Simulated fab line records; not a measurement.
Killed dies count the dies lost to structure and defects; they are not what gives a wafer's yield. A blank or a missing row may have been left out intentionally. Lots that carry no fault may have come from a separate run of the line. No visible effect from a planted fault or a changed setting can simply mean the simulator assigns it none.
Struck lot and sound lot, side by side | flow sky130 | 16 steps out of a route of 708
Sound: wafers L779.2, L779.3, L779.4. Wafers L787.1, L787.3, L787.4 were the ones struck. At the end, the cause is stated.
Per side, at each step with rows, come the tool, then ch with its chambers, and then its first start. Under that, the readings that differ: sound wafers | struck wafers | difference of the means | sigmas: that difference in standard deviations of wafers without a fault.
alike: words and numbers the same on both sides, and readings whose means are apart by under 2 such deviations; not compared: readings that were withheld, readings missing a value for some wafer, numbers with overlapping values and no deviation given by the record, and bounds like >300 which may hide the same value.
A row with sigmas, a row that says differs or no value, or rows on one side alone: a step with any of these is where the two part. Non-overlapping numbers with no deviation appear without sigmas and do not part them. Lack of a reading on every wafer of one side parts them only where that side has two or more wafers.

SKY_SD_N_OVL_MEAS_08:
  sound: overlay-02 at day 31 19:52; struck: overlay-02 at day 33 20:46
  alike: SD_N_OVL
then, 2 steps without rows for these wafers: SKY_SD_N_IMPLANT_09; SKY_SD_N_IMPLANT_10.
SKY_SD_N_STRIP_11: strips in O2/N2.
  sound on plasma-asher-04 ch 0,1, day 31 20:12; struck on plasma-asher-01 ch 0,1, day 33 21:06
  reading                      | sound             | struck            | difference | sigmas
  strip-time-to-endpoint-s (s) | 22.52 22.59 22.54 | 22.46 22.45 22.47 | -0.09      | -3
  alike: drypump-motor-current-A, oes-product-au
  not compared: rf-hours-counter-h
SKY_SD_N_TW_MEAS_12:
  sound: film-metro-02 at day 31 20:19; struck: film-metro-03 at day 33 21:12
  alike: SD_N_TW
then, 1 step without rows for these wafers: SKY_SD_N_CLEAN_13 (cleans in SC1/SC2, time 150 s).
SKY_SD_N_RTA_14: time 2 s.
  sound on rtp-anneal-01 ch 0, day 31 20:25; struck on rtp-anneal-01 ch 0, day 33 21:19
  alike: lamp-power-pct, wafer_temp_C_max
SKY_SD_N_RS_MEAS_16: a four-point-probe measurement.
  sound: film-metro-03 at day 31 20:37; struck: film-metro-01 at day 33 21:32
  alike: SD_N_RS
SKY_SD_N_RS_MEAS_17: a four-point-probe measurement.
  sound: film-metro-03 at day 31 20:44; struck: film-metro-01 at day 33 21:40
  alike: SD_P_RS
SKY_SD_N_RS_MEAS_18: a four-point-probe measurement.
  sound: film-metro-03 at day 31 20:51; struck: film-metro-01 at day 33 21:47
  alike: RES_XHIGH_RS
then, 1 step without rows for these wafers: SKY_SALICIDE_CLEAN_00 (cleans in HF-last, time 30 s).
SKY_LI_CONTACT_HDPCVD_00: deposits PSG, target thk 930 nm, time 155 s.
  sound on hdpcvd-01 ch 0,2, day 31 20:58; struck on hdpcvd-02 ch 0,1, day 33 21:55
  reading                                       | sound             | struck            | difference | sigmas
  run-length-s (s)                              | 182.4 182.6 182.5 | 148.4 146.8 148.7 | -34.5      | -60
  model.PSG_of_LI_CONTACT_HDPCVD_00.thk-nm (nm) | 942.2 940.7 933.4 | 719.5 725.8 706.6 | -221.5     |
SKY_LI_CONTACT_THK_MEAS_01:
  sound: film-metro-02 at day 31 21:05; struck: film-metro-03 at day 33 22:01
  reading                    | sound       | struck      | difference | sigmas
  LI_CONTACT_HDPCVD_THK (nm) | 942 940 933 | 720 726 706 | -221       | -23
SKY_LI_CONTACT_CMP_02: polishes PSG.
  sound on cmp-02 ch 0,1,3, day 31 21:08; struck on cmp-01 ch 0,2,3, day 33 22:04
  reading                | sound          | struck      | difference | sigmas
  time-to-endpoint-s (s) | 36.3 34.1 37.1 | 8.9 5.9 4.9 | -29.3      | -11
  alike: motor-current-A
SKY_LI_CONTACT_BOW_MEAS_03:
  sound: film-metro-02 at day 31 21:27; struck: film-metro-01 at day 33 22:22
  alike: LI_CONTACT_BOW
-- the record jumps here: 16 days lie between the struck wafers' starts before and after (it left off in module LI_CONTACT and takes up again in module PAD_OPEN, whose first step shown is number 708 of the route) --
SKY_PAD_OPEN_PROBE_99:
  sound: prober-02 at day 48 15:23; struck: prober-02 at day 50 02:10
  alike: killed_at_M0_to_M3, killed_at_M4_up, killed-at-contacts, killed-at-front-end, killed-at-other, killed-dies, killed-open, killed-short

== WHERE THEY PART ==
Earliest at SKY_SD_N_STRIP_11; latest, in this record, at SKY_LI_CONTACT_CMP_02. Later steps at which nothing parts them and some readings are alike: SKY_LI_CONTACT_BOW_MEAS_03, SKY_PAD_OPEN_PROBE_99.

WHY: the cause the simulator had injected
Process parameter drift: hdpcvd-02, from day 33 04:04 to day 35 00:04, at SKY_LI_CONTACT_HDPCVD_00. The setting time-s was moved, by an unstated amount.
